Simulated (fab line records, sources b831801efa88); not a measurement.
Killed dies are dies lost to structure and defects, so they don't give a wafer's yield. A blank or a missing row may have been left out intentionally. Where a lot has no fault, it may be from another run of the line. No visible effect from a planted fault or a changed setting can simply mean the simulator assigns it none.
A lot that was struck, set against a sound lot + flow sky130 + 21 steps out of a route of 708
Sound: these wafers, L806.1, L806.2, L806.4. Struck: wafers L808.3, L808.4, L808.5. The cause is named last.
At each step with rows: each side's tool, then ch and its chambers, then its first start. Under that, the readings that differ: sound wafers + struck wafers + difference of the means + sigmas: that difference in standard deviations of wafers without a fault.
alike: words and numbers the same on both sides, and readings whose means are apart by under 2 such deviations; not compared: readings that were withheld, readings missing a value for some wafer, numbers with overlapping values and no deviation given by the record, and bounds like >300 which may hide the same value.
The two part at a step that has a row with sigmas, a row that says differs or no value, or rows on one side only. Non-overlapping numbers with no deviation appear without sigmas and do not part them. Lack of a reading on every wafer of one side parts them only where that side has two or more wafers.

first, 1 step without rows for these wafers: SKY_NWELL_IMPLANT_24.
SKY_NWELL_STRIP_25: strips in O2/N2.
  sound on plasma_asher-04 ch 0,1, day 7 09:30; struck on plasma_asher-01 ch 0,1, day 7 21:29
  alike: drypump_motor_current_A, oes_product_au, strip_time_to_endpoint_s
  not compared: rf_hours_counter_h
SKY_NWELL_TW_MEAS_26:
  struck on film_metro-02, day 7 21:34; sound on film_metro-01, day 7 09:36
  alike: NWELL_2_TW
then, 1 step without rows for these wafers: SKY_NWELL_CLEAN_27 (cleans in SC1/SC2, time 150 s).
SKY_NWELL_RTA_28: time 30 s.
  sound on rtp_anneal-02 ch 0, day 7 09:43; struck on rtp_anneal-02 ch 0, day 7 21:42
  alike: lamp_power_pct, wafer_temp_C_max
SKY_NWELL_RS_MEAS_29: measures by four-point-probe.
  struck on film_metro-04, day 7 21:49; sound on film_metro-04, day 7 09:49
  alike: NWELL_RS
SKY_NWELL_RS_MEAS_31: measures by four-point-probe.
  struck on film_metro-04, day 7 22:03; sound on film_metro-04, day 7 10:03
  alike: PWDE_RS
then, 4 steps without rows for these wafers: SKY_VT_ADJUST_HVTP_DEHYDRATE_00 (time 60 s); SKY_VT_ADJUST_HVTP_HMDS_01 (prime time 60 s); SKY_VT_ADJUST_HVTP_COAT_02 (resist thk 1140 nm); SKY_VT_ADJUST_HVTP_SOFTBAKE_03 (time 60 s).
SKY_VT_ADJUST_HVTP_EXPOSE_04: exposes mask HVTPM, target cd 380 nm.
  sound on iline_stepper-01 ch 0, day 7 19:23; struck on iline_stepper-02 ch 0, day 8 07:46
| reading | sound                   | struck                                             | difference | sigmas |
|---------|-------------------------|----------------------------------------------------|------------|--------|
| mask    | HVTPM#0 HVTPM#0 HVTPM#0 | NWM_COMPLEMENT#0 NWM_COMPLEMENT#0 NWM_COMPLEMENT#0 | differs    |        |
then, 2 steps without rows for these wafers: SKY_VT_ADJUST_HVTP_PEB_05; SKY_VT_ADJUST_HVTP_DEVELOP_06 (develop time 60 s).
SKY_VT_ADJUST_HVTP_CD_MEAS_07 targets a cd of 380 nm.
  struck on cd_sem-01, day 8 18:38; sound on cd_sem-02, day 8 05:35
| reading    | sound             | struck | difference                    | sigmas |
|------------|-------------------|--------|-------------------------------|--------|
| cd_nm (nm) | 374.9 377.7 377.1 | - - -  | no value on the struck wafers |        |
SKY_VT_ADJUST_HVTP_OVL_MEAS_08:
  struck on overlay-01, day 8 18:43; sound on overlay-01, day 8 05:42
| reading                 | sound        | struck | difference                    | sigmas |
|-------------------------|--------------|--------|-------------------------------|--------|
| VT_ADJUST_HVTP_OVL (nm) | 0.4 -0.6 0.5 | - - -  | no value on the struck wafers |        |
then, 1 step without rows for these wafers: SKY_VT_ADJUST_HVTP_IMPLANT_09.
SKY_VT_ADJUST_HVTP_STRIP_10: strips in O2/N2.
  sound on plasma_asher-03 ch 0,1, day 8 05:53; struck on plasma_asher-01 ch 0,1, day 8 18:56
  alike: drypump_motor_current_A, oes_product_au, strip_time_to_endpoint_s
  not compared: rf_hours_counter_h
SKY_VT_ADJUST_HVTP_TW_MEAS_11:
  struck on film_metro-03, day 8 19:01; sound on film_metro-03, day 8 05:59
| reading           | sound          | struck   | difference | sigmas |
|-------------------|----------------|----------|------------|--------|
| VT_ADJUST_HVTP_TW | 1360 1357 1354 | 30 30 30 | -1327      | -95    |
then, 1 step without rows for these wafers: SKY_VT_ADJUST_LVTN_DEHYDRATE_00 (time 60 s).
-- the record jumps here: 40 days lie between the struck wafers' starts before and after (it left off in module VT_ADJUST_LVTN and takes up again in module PAD_OPEN, whose first step shown is number 708 of the route) --
SKY_PAD_OPEN_PROBE_99:
  struck on prober-02, day 48 12:25; sound on prober-02, day 47 19:57
| reading             | sound    | struck      | difference | sigmas |
|---------------------|----------|-------------|------------|--------|
| killed_at_front_end | 15 18 20 | 427 425 414 | +404       | +88    |
| killed_dies         | 89 87 88 | 492 492 492 | +404       | +43    |
| killed_on_rim       | 16 21 14 | 96 96 96    | +79        | +20    |
  alike: killed_at_M0_to_M3, killed_at_M4_up, killed_at_contacts, killed_at_other, killed_open, killed_short

## WHERE THEY PART
Earliest at SKY_VT_ADJUST_HVTP_EXPOSE_04; latest, in this record, at SKY_PAD_OPEN_PROBE_99.

WHY: what had been put in by the simulator
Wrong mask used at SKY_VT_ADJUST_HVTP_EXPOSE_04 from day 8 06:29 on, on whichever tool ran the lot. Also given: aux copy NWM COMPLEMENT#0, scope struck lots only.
